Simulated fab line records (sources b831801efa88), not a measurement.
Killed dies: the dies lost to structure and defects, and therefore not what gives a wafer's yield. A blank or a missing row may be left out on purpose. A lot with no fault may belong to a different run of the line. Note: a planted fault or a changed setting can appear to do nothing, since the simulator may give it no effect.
fab line records / flow gf180mcu
[record] lots = 11 wafers = 33 lastDay = 34
route steps=602 shown M4@462 V4@497 M5@530 V5@541
lots untouched by any fault: they come from a run of this same line in which no faults occurred
startH: hours from the record's first day to the start of the lot's first wafer shown / waitH: hours elapsed since this lot's preceding step / " identical to the entry in the row above / L1.1+2: a row that stands for several wafers / - value missing, or start not given / * or withheld: withheld / < > ~ a bound
route shown NAME@n: NAME is a module with steps in the file, n the number in the route of the first one / usual: the fault-free wafers' mean and standard deviation / same: alike in all rows / chamber/n: place in a boat / sites: per-site readings / _std_site: standard deviation of those values / _edge_site: the outer-site mean with the inner-site mean subtracted / radiusMm: for every site, how far away it sits from the centre of the wafer / mask NAME#n: copy n / behind: tool/chamber where the wafer was last shaped / hold: cause of the lot's hold/its duration in hours/its outcome / device: the n, p or np transistor that did not switch / end of line: the same wafers' tests at the end of the route / for a step that has no rows: nothing shown but its recipe / killed: the dies lost at the first sort to structure and to defects; this is not the yield of the wafer / map: the dies of a wafer, with x for killed, . for not killed, _ for no die there
set.NAME: the setting as run; set.NAME@STEP: as run at that earlier step / model.NAME: the simulator's own value behind a step, which no gauge read
a sample of lots followed through the steps of the route, with each step as a table and each wafer as a row
services: from which hour (startH, from the record's first day; less than 0 if before it) a tool's chamber was out of use, for how many hours, and why
[[steps]]
[step GF_M4_THK_MEAS_06]
[recipe] thkMeasGauge = xrf reads = AlCu_of_M4_SPUTTER_02
[usual] M4_ALCU_THK = 453/4.4
lot.wafer=L207.1 tool=filmMetro-04 chamber=- startH=517.44 waitH=0.1 M4_ALCU_THK[nm]=466
lot.wafer=L207.5 tool=filmMetro-04 chamber=- startH=517.44 waitH=0.1 M4_ALCU_THK[nm]=462
lot.wafer=L207.6 tool=filmMetro-04 chamber=- startH=517.44 waitH=0.1 M4_ALCU_THK[nm]=455
lot.wafer=L208.1 tool=filmMetro-02 chamber=- startH=524.97 waitH=0.1 M4_ALCU_THK[nm]=459
lot.wafer=L208.3 tool=filmMetro-02 chamber=- startH=524.97 waitH=0.1 M4_ALCU_THK[nm]=454
lot.wafer=L208.4 tool=filmMetro-02 chamber=- startH=524.97 waitH=0.1 M4_ALCU_THK[nm]=455
lot.wafer=L209.1 tool=filmMetro-03 chamber=- startH=532.39 waitH=0.1 M4_ALCU_THK[nm]=456
lot.wafer=L209.3 tool=filmMetro-03 chamber=- startH=532.39 waitH=0.1 M4_ALCU_THK[nm]=445
lot.wafer=L209.6 tool=filmMetro-03 chamber=- startH=532.39 waitH=0.1 M4_ALCU_THK[nm]=452
lot.wafer=L211.1 tool=filmMetro-03 chamber=- startH=553.95 waitH=0.1 M4_ALCU_THK[nm]=449
lot.wafer=L211.3 tool=filmMetro-03 chamber=- startH=553.95 waitH=0.1 M4_ALCU_THK[nm]=460
lot.wafer=L211.6 tool=filmMetro-03 chamber=- startH=553.95 waitH=0.1 M4_ALCU_THK[nm]=454
lot.wafer=L210.1 tool=filmMetro-02 chamber=- startH=554.77 waitH=0.1 M4_ALCU_THK[nm]=451
lot.wafer=L210.3 tool=filmMetro-02 chamber=- startH=554.77 waitH=0.1 M4_ALCU_THK[nm]=455
lot.wafer=L210.5 tool=filmMetro-02 chamber=- startH=554.77 waitH=0.1 M4_ALCU_THK[nm]=455
lot.wafer=L212.1 tool=filmMetro-03 chamber=- startH=566.20 waitH=0.1 M4_ALCU_THK[nm]=451
lot.wafer=L212.5 tool=filmMetro-03 chamber=- startH=566.20 waitH=0.1 M4_ALCU_THK[nm]=449
lot.wafer=L212.6 tool=filmMetro-03 chamber=- startH=566.20 waitH=0.1 M4_ALCU_THK[nm]=451
lot.wafer=L216.2 tool=filmMetro-04 chamber=- startH=596.61 waitH=0.1 M4_ALCU_THK[nm]=452
lot.wafer=L216.3 tool=filmMetro-04 chamber=- startH=596.61 waitH=0.1 M4_ALCU_THK[nm]=452
lot.wafer=L216.6 tool=filmMetro-04 chamber=- startH=596.61 waitH=0.1 M4_ALCU_THK[nm]=451
lot.wafer=L218.1 tool=filmMetro-04 chamber=- startH=614.50 waitH=0.1 M4_ALCU_THK[nm]=449
lot.wafer=L218.3 tool=filmMetro-04 chamber=- startH=614.50 waitH=0.1 M4_ALCU_THK[nm]=449
lot.wafer=L218.6 tool=filmMetro-04 chamber=- startH=614.50 waitH=0.1 M4_ALCU_THK[nm]=450
lot.wafer=L219.2 tool=filmMetro-03 chamber=- startH=619.89 waitH=0.1 M4_ALCU_THK[nm]=448
lot.wafer=L219.4 tool=filmMetro-03 chamber=- startH=619.89 waitH=0.1 M4_ALCU_THK[nm]=449
lot.wafer=L219.5 tool=filmMetro-03 chamber=- startH=619.89 waitH=0.1 M4_ALCU_THK[nm]=454
lot.wafer=L220.1 tool=filmMetro-03 chamber=- startH=624.35 waitH=0.1 M4_ALCU_THK[nm]=449
lot.wafer=L220.2 tool=filmMetro-03 chamber=- startH=624.35 waitH=0.1 M4_ALCU_THK[nm]=447
lot.wafer=L220.6 tool=filmMetro-03 chamber=- startH=624.35 waitH=0.1 M4_ALCU_THK[nm]=451
lot.wafer=L228.3 tool=filmMetro-03 chamber=- startH=679.92 waitH=0.1 M4_ALCU_THK[nm]=452
lot.wafer=L228.4 tool=filmMetro-03 chamber=- startH=679.92 waitH=0.1 M4_ALCU_THK[nm]=453
lot.wafer=L228.5 tool=filmMetro-03 chamber=- startH=679.92 waitH=0.1 M4_ALCU_THK[nm]=450
[step GF_V4_SPUTTER_21]
[recipe] material = Ti targetThkNm = 15 chamberPressurePa = 5 powerW = 2500 substrateTempC = 200 timeS = 80.02
[usual] throttleValvePct = 30.2/1.1
lot.wafer=L207.1 tool=pvdSputter-01 chamber=- startH=564.28 waitH=0.0 throttleValvePct=30.9
lot.wafer=L207.5 tool=pvdSputter-01 chamber=- startH=564.28 waitH=0.0 throttleValvePct=30.0
lot.wafer=L207.6 tool=pvdSputter-01 chamber=- startH=564.28 waitH=0.0 throttleValvePct=28.4
lot.wafer=L208.1 tool=pvdSputter-01 chamber=- startH=571.26 waitH=0.0 throttleValvePct=30.8
lot.wafer=L208.3 tool=pvdSputter-01 chamber=- startH=571.26 waitH=0.0 throttleValvePct=30.4
lot.wafer=L208.4 tool=pvdSputter-01 chamber=- startH=571.26 waitH=0.0 throttleValvePct=29.2
lot.wafer=L209.1 tool=pvdSputter-02 chamber=- startH=578.84 waitH=0.0 throttleValvePct=31.8
lot.wafer=L209.3 tool=pvdSputter-02 chamber=- startH=578.84 waitH=0.0 throttleValvePct=29.8
lot.wafer=L209.6 tool=pvdSputter-02 chamber=- startH=578.84 waitH=0.0 throttleValvePct=31.2
lot.wafer=L211.1 tool=pvdSputter-02 chamber=- startH=599.02 waitH=0.0 throttleValvePct=29.8
lot.wafer=L211.3 tool=pvdSputter-02 chamber=- startH=599.02 waitH=0.0 throttleValvePct=30.0
lot.wafer=L211.6 tool=pvdSputter-02 chamber=- startH=599.02 waitH=0.0 throttleValvePct=31.7
lot.wafer=L210.1 tool=pvdSputter-01 chamber=- startH=600.62 waitH=0.0 throttleValvePct=28.1
lot.wafer=L210.3 tool=pvdSputter-01 chamber=- startH=600.62 waitH=0.0 throttleValvePct=29.3
lot.wafer=L210.5 tool=pvdSputter-01 chamber=- startH=600.62 waitH=0.0 throttleValvePct=28.0
lot.wafer=L212.1 tool=pvdSputter-02 chamber=- startH=610.64 waitH=0.0 throttleValvePct=29.9
lot.wafer=L212.5 tool=pvdSputter-02 chamber=- startH=610.64 waitH=0.0 throttleValvePct=31.4
lot.wafer=L212.6 tool=pvdSputter-02 chamber=- startH=610.64 waitH=0.0 throttleValvePct=30.1
lot.wafer=L216.2 tool=pvdSputter-03 chamber=- startH=640.30 waitH=0.0 throttleValvePct=28.7
lot.wafer=L216.3 tool=pvdSputter-03 chamber=- startH=640.30 waitH=0.0 throttleValvePct=30.4
lot.wafer=L216.6 tool=pvdSputter-03 chamber=- startH=640.30 waitH=0.0 throttleValvePct=30.5
lot.wafer=L218.1 tool=pvdSputter-02 chamber=- startH=656.15 waitH=0.0 throttleValvePct=31.9
lot.wafer=L218.3 tool=pvdSputter-02 chamber=- startH=656.15 waitH=0.0 throttleValvePct=29.8
lot.wafer=L218.6 tool=pvdSputter-02 chamber=- startH=656.15 waitH=0.0 throttleValvePct=29.9
lot.wafer=L219.2 tool=pvdSputter-02 chamber=- startH=661.39 waitH=0.0 throttleValvePct=32.0
lot.wafer=L219.4 tool=pvdSputter-02 chamber=- startH=661.39 waitH=0.0 throttleValvePct=30.3
lot.wafer=L219.5 tool=pvdSputter-02 chamber=- startH=661.39 waitH=0.0 throttleValvePct=29.9
lot.wafer=L220.1 tool=pvdSputter-02 chamber=- startH=666.16 waitH=0.0 throttleValvePct=32.1
lot.wafer=L220.2 tool=pvdSputter-02 chamber=- startH=666.16 waitH=0.0 throttleValvePct=29.8
lot.wafer=L220.6 tool=pvdSputter-02 chamber=- startH=666.16 waitH=0.0 throttleValvePct=29.9
lot.wafer=L228.3 tool=pvdSputter-02 chamber=- startH=718.97 waitH=0.0 throttleValvePct=29.8
lot.wafer=L228.4 tool=pvdSputter-02 chamber=- startH=718.97 waitH=0.0 throttleValvePct=31.4
lot.wafer=L228.5 tool=pvdSputter-02 chamber=- startH=718.97 waitH=0.0 throttleValvePct=31.8
[step GF_M5_EXPOSE_04]
[recipe] maskId = Metal5 targetCdNm = 280 na = 0.68 sourceShape = conventional sigmaOuter = 0.6 doseMj = 28.47
lot.wafer=L207.1+5+6 tool=krfScanner-02 chamber=0 startH=598.89 waitH=- mask=Metal5#0
lot.wafer=L208.1+3+4 tool=krfScanner-01 chamber=0 startH=604.77 waitH=- mask=Metal5#0
lot.wafer=L209.1+3+6 tool=krfScanner-02 chamber=0 startH=612.04 waitH=- mask=Metal5#0
lot.wafer=L211.1+3+6 tool=krfScanner-02 chamber=0 startH=632.09 waitH=- mask=Metal5#0
lot.wafer=L210.1+3+5 tool=krfScanner-02 chamber=0 startH=632.99 waitH=- mask=Metal5#0
lot.wafer=L212.1+5+6 tool=krfScanner-02 chamber=0 startH=643.00 waitH=- mask=Metal5#0
lot.wafer=L216.2+3+6 tool=krfScanner-02 chamber=0 startH=671.21 waitH=- mask=Metal5#0
lot.wafer=L218.1+3+6 tool=krfScanner-01 chamber=0 startH=687.12 waitH=- mask=Metal5#0
lot.wafer=L219.2+4+5 tool=krfScanner-01 chamber=0 startH=691.94 waitH=- mask=Metal5#0
lot.wafer=L220.1+2+6 tool=krfScanner-01 chamber=0 startH=697.10 waitH=- mask=Metal5#0
lot.wafer=L228.3+4+5 tool=krfScanner-01 chamber=0 startH=747.06 waitH=- mask=Metal5#0
[step GF_M5_OVL_MEAS_08]
[usual] M5_OVL = -1/4.6
lot.wafer=L207.1 tool=overlay-01 chamber=- startH=608.87 waitH=0.1 M5_OVL[nm]=-9
lot.wafer=L207.5 tool=overlay-01 chamber=- startH=608.87 waitH=0.1 M5_OVL[nm]=-8
lot.wafer=L207.6 tool=overlay-01 chamber=- startH=608.87 waitH=0.1 M5_OVL[nm]=-8
lot.wafer=L208.1 tool=overlay-01 chamber=- startH=615.26 waitH=0.1 M5_OVL[nm]=-4
lot.wafer=L208.3 tool=overlay-01 chamber=- startH=615.26 waitH=0.1 M5_OVL[nm]=-4
lot.wafer=L208.4 tool=overlay-01 chamber=- startH=615.26 waitH=0.1 M5_OVL[nm]=0
lot.wafer=L209.1 tool=overlay-02 chamber=- startH=622.19 waitH=0.1 M5_OVL[nm]=0
lot.wafer=L209.3 tool=overlay-02 chamber=- startH=622.19 waitH=0.1 M5_OVL[nm]=-1
lot.wafer=L209.6 tool=overlay-02 chamber=- startH=622.19 waitH=0.1 M5_OVL[nm]=-4
lot.wafer=L211.1 tool=overlay-01 chamber=- startH=641.62 waitH=0.1 M5_OVL[nm]=56
lot.wafer=L211.3 tool=overlay-01 chamber=- startH=641.62 waitH=0.1 M5_OVL[nm]=54
lot.wafer=L211.6 tool=overlay-01 chamber=- startH=641.62 waitH=0.1 M5_OVL[nm]=57
lot.wafer=L210.1 tool=overlay-02 chamber=- startH=643.29 waitH=0.1 M5_OVL[nm]=53
lot.wafer=L210.3 tool=overlay-02 chamber=- startH=643.29 waitH=0.1 M5_OVL[nm]=52
lot.wafer=L210.5 tool=overlay-02 chamber=- startH=643.29 waitH=0.1 M5_OVL[nm]=53
lot.wafer=L212.1 tool=overlay-02 chamber=- startH=652.81 waitH=0.1 M5_OVL[nm]=56
lot.wafer=L212.5 tool=overlay-02 chamber=- startH=652.81 waitH=0.1 M5_OVL[nm]=51
lot.wafer=L212.6 tool=overlay-02 chamber=- startH=652.81 waitH=0.1 M5_OVL[nm]=57
lot.wafer=L216.2 tool=overlay-01 chamber=- startH=680.74 waitH=0.1 M5_OVL[nm]=55
lot.wafer=L216.3 tool=overlay-01 chamber=- startH=680.74 waitH=0.1 M5_OVL[nm]=59
lot.wafer=L216.6 tool=overlay-01 chamber=- startH=680.74 waitH=0.1 M5_OVL[nm]=56
lot.wafer=L218.1 tool=overlay-01 chamber=- startH=696.49 waitH=0.1 M5_OVL[nm]=-1
lot.wafer=L218.3 tool=overlay-01 chamber=- startH=696.49 waitH=0.1 M5_OVL[nm]=-9
lot.wafer=L218.6 tool=overlay-01 chamber=- startH=696.49 waitH=0.1 M5_OVL[nm]=-7
lot.wafer=L219.2 tool=overlay-01 chamber=- startH=701.07 waitH=0.1 M5_OVL[nm]=-7
lot.wafer=L219.4 tool=overlay-01 chamber=- startH=701.07 waitH=0.1 M5_OVL[nm]=-6
lot.wafer=L219.5 tool=overlay-01 chamber=- startH=701.07 waitH=0.1 M5_OVL[nm]=-3
lot.wafer=L220.1 tool=overlay-01 chamber=- startH=705.99 waitH=0.1 M5_OVL[nm]=-1
lot.wafer=L220.2 tool=overlay-01 chamber=- startH=705.99 waitH=0.1 M5_OVL[nm]=1
lot.wafer=L220.6 tool=overlay-01 chamber=- startH=705.99 waitH=0.1 M5_OVL[nm]=-1
lot.wafer=L228.3 tool=overlay-01 chamber=- startH=755.48 waitH=0.1 M5_OVL[nm]=-9
lot.wafer=L228.4 tool=overlay-01 chamber=- startH=755.48 waitH=0.1 M5_OVL[nm]=-1
lot.wafer=L228.5 tool=overlay-01 chamber=- startH=755.48 waitH=0.1 M5_OVL[nm]=-7
[step GF_V5_THK_MEAS_01]
[recipe] reads = SiO2_of_V5_CVD_00
[usual] V5_CVD_00_THK = 301/3.3
lot.wafer=L207.1 tool=filmMetro-03 chamber=- startH=609.65 waitH=0.0 V5_CVD_00_THK[nm]=304
lot.wafer=L207.5 tool=filmMetro-03 chamber=- startH=609.65 waitH=0.0 V5_CVD_00_THK[nm]=304
lot.wafer=L207.6 tool=filmMetro-03 chamber=- startH=609.65 waitH=0.0 V5_CVD_00_THK[nm]=303
lot.wafer=L208.1 tool=filmMetro-04 chamber=- startH=616.02 waitH=0.0 V5_CVD_00_THK[nm]=296
lot.wafer=L208.3 tool=filmMetro-04 chamber=- startH=616.02 waitH=0.0 V5_CVD_00_THK[nm]=297
lot.wafer=L208.4 tool=filmMetro-04 chamber=- startH=616.02 waitH=0.0 V5_CVD_00_THK[nm]=297
lot.wafer=L209.1 tool=filmMetro-01 chamber=- startH=623.30 waitH=0.0 V5_CVD_00_THK[nm]=301
lot.wafer=L209.3 tool=filmMetro-01 chamber=- startH=623.30 waitH=0.0 V5_CVD_00_THK[nm]=300
lot.wafer=L209.6 tool=filmMetro-01 chamber=- startH=623.30 waitH=0.0 V5_CVD_00_THK[nm]=299
lot.wafer=L211.1 tool=filmMetro-01 chamber=- startH=642.37 waitH=0.0 V5_CVD_00_THK[nm]=303
lot.wafer=L211.3 tool=filmMetro-01 chamber=- startH=642.37 waitH=0.0 V5_CVD_00_THK[nm]=304
lot.wafer=L211.6 tool=filmMetro-01 chamber=- startH=642.37 waitH=0.0 V5_CVD_00_THK[nm]=302
lot.wafer=L210.1 tool=filmMetro-04 chamber=- startH=644.04 waitH=0.0 V5_CVD_00_THK[nm]=305
lot.wafer=L210.3 tool=filmMetro-04 chamber=- startH=644.04 waitH=0.0 V5_CVD_00_THK[nm]=309
lot.wafer=L210.5 tool=filmMetro-04 chamber=- startH=644.04 waitH=0.0 V5_CVD_00_THK[nm]=303
lot.wafer=L212.1 tool=filmMetro-03 chamber=- startH=653.56 waitH=0.0 V5_CVD_00_THK[nm]=299
lot.wafer=L212.5 tool=filmMetro-03 chamber=- startH=653.56 waitH=0.0 V5_CVD_00_THK[nm]=299
lot.wafer=L212.6 tool=filmMetro-03 chamber=- startH=653.56 waitH=0.0 V5_CVD_00_THK[nm]=300
lot.wafer=L216.2 tool=filmMetro-04 chamber=- startH=681.49 waitH=0.0 V5_CVD_00_THK[nm]=304
lot.wafer=L216.3 tool=filmMetro-04 chamber=- startH=681.49 waitH=0.0 V5_CVD_00_THK[nm]=300
lot.wafer=L216.6 tool=filmMetro-04 chamber=- startH=681.49 waitH=0.0 V5_CVD_00_THK[nm]=303
lot.wafer=L218.1 tool=filmMetro-01 chamber=- startH=697.30 waitH=0.0 V5_CVD_00_THK[nm]=295
lot.wafer=L218.3 tool=filmMetro-01 chamber=- startH=697.30 waitH=0.0 V5_CVD_00_THK[nm]=298
lot.wafer=L218.6 tool=filmMetro-01 chamber=- startH=697.30 waitH=0.0 V5_CVD_00_THK[nm]=296
lot.wafer=L219.2 tool=filmMetro-03 chamber=- startH=701.83 waitH=0.0 V5_CVD_00_THK[nm]=302
lot.wafer=L219.4 tool=filmMetro-03 chamber=- startH=701.83 waitH=0.0 V5_CVD_00_THK[nm]=306
lot.wafer=L219.5 tool=filmMetro-03 chamber=- startH=701.83 waitH=0.0 V5_CVD_00_THK[nm]=308
lot.wafer=L220.1 tool=filmMetro-03 chamber=- startH=706.73 waitH=0.0 V5_CVD_00_THK[nm]=300
lot.wafer=L220.2 tool=filmMetro-03 chamber=- startH=706.73 waitH=0.0 V5_CVD_00_THK[nm]=301
lot.wafer=L220.6 tool=filmMetro-03 chamber=- startH=706.73 waitH=0.0 V5_CVD_00_THK[nm]=303
lot.wafer=L228.3 tool=filmMetro-04 chamber=- startH=756.28 waitH=0.0 V5_CVD_00_THK[nm]=302
lot.wafer=L228.4 tool=filmMetro-04 chamber=- startH=756.28 waitH=0.0 V5_CVD_00_THK[nm]=303
lot.wafer=L228.5 tool=filmMetro-04 chamber=- startH=756.28 waitH=0.0 V5_CVD_00_THK[nm]=301
[[services]]
tool=krfScanner-02 chamber=- startH=556.78 hours=3.6 kind=pm
tool=krfScanner-02 chamber=0 startH=575.26 hours=- kind=calibration
tool=pvdSputter-02 chamber=- startH=579.16 hours=1.7 kind=repair
tool=pvdSputter-03 chamber=- startH=586.59 hours=6.1 kind=repair
tool=krfScanner-01 chamber=- startH=588.49 hours=1.0 kind=pm
tool=krfScanner-01 chamber=- startH=591.09 hours=0.4 kind=repair
tool=krfScanner-02 chamber=- startH=594.38 hours=1.0 kind=pm
tool=krfScanner-01 chamber=- startH=595.65 hours=1.7 kind=repair
tool=pvdSputter-03 chamber=3 startH=611.56 hours=- kind=consumableReplace:kit
tool=pvdSputter-03 chamber=3 startH=611.56 hours=18.0 kind=scheduledDown
tool=pvdSputter-03 chamber=3 startH=611.56 hours=18.0 kind=ventCycle
tool=krfScanner-01 chamber=- startH=617.44 hours=0.8 kind=pm
tool=krfScanner-01 chamber=0 startH=637.34 hours=- kind=calibration
tool=krfScanner-01 chamber=- startH=643.26 hours=4.4 kind=pm
tool=krfScanner-02 chamber=- startH=647.75 hours=4.4 kind=pm
tool=krfScanner-02 chamber=- startH=652.12 hours=0.8 kind=pm
tool=krfScanner-02 chamber=- startH=655.68 hours=0.8 kind=repair
tool=krfScanner-02 chamber=- startH=659.46 hours=1.3 kind=pm
tool=pvdSputter-01 chamber=3 startH=699.21 hours=- kind=consumableReplace:kit
tool=pvdSputter-01 chamber=3 startH=699.21 hours=18.0 kind=scheduledDown
tool=pvdSputter-01 chamber=3 startH=699.21 hours=18.0 kind=ventCycle
tool=krfScanner-01 chamber=- startH=713.45 hours=1.3 kind=pm
tool=pvdSputter-01 chamber=- startH=732.91 hours=13.0 kind=repair
tool=krfScanner-02 chamber=0 startH=734.76 hours=- kind=calibration
[[key]]
[firstSign] step = GF_M5_OVL_MEAS_08 reading = M5_OVL direction = up sigmas = 12 usual = -1 struck = 55
effect none on later readings
metAt GF_M5_EXPOSE_04
struckLots L210,L211,L212,L216
notActingAt GF_M4_THK_MEAS_06,GF_V4_SPUTTER_21,GF_V5_THK_MEAS_01
onsetBetween 612.04 632.09
[fault] kind = scannerMatchingOverlay tool = krfScanner-02 chamber = - onsetH = 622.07 steps = GF_M5_EXPOSE_04 offset = 57.425
